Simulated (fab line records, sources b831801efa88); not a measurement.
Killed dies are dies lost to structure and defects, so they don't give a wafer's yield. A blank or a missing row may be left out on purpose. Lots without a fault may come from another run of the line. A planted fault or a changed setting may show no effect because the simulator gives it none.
Which tool did it? | flow gf180mcu | 6 lots, 18 wafers sampled, at 1 step of a route of 602

WHAT THE GAUGES READ, wafer by wafer
GF_V3_BOW_MEAS_05.
lot  | measured     | on            | V3_BOW (um)
L489 | day 21 19:08 | film_metro-01 | 116 112 123
L492 | day 23 08:57 | film_metro-04 | 111 113 107
L496 | day 24 12:50 | film_metro-04 | 113 116 117
L498 | day 25 02:29 | film_metro-04 | 123 113 116
L502 | day 26 14:18 | film_metro-04 | 114 105 103
L509 | day 28 09:44 | film_metro-02 | 117 112 111

WHICH TOOL RAN EACH LOT (tool, then ch and the chambers of the sampled wafers, then the start)
The record holds no process step before these readings.

THE ANSWER, worked out from the rows above alone
Rule: what is usual is taken from the lots themselves. Put in order of their means at a reading, lots are off if they are a third of the lots or fewer, leave a main group of 4 or more, and stand apart from it by a gap of 3 or more times the standard deviation of the main group's means; of several such gaps the widest counts. A main group whose means are all the same, to the digits that the tables above print for the reading, isn't used. A lot without any number at a reading at which 4 lots or more have one is off too. The other lots that the step has rows for count as sound.
No lot is off at any reading shown: from this, nothing can be told.

WHAT THE SIMULATOR HAD PUT IN
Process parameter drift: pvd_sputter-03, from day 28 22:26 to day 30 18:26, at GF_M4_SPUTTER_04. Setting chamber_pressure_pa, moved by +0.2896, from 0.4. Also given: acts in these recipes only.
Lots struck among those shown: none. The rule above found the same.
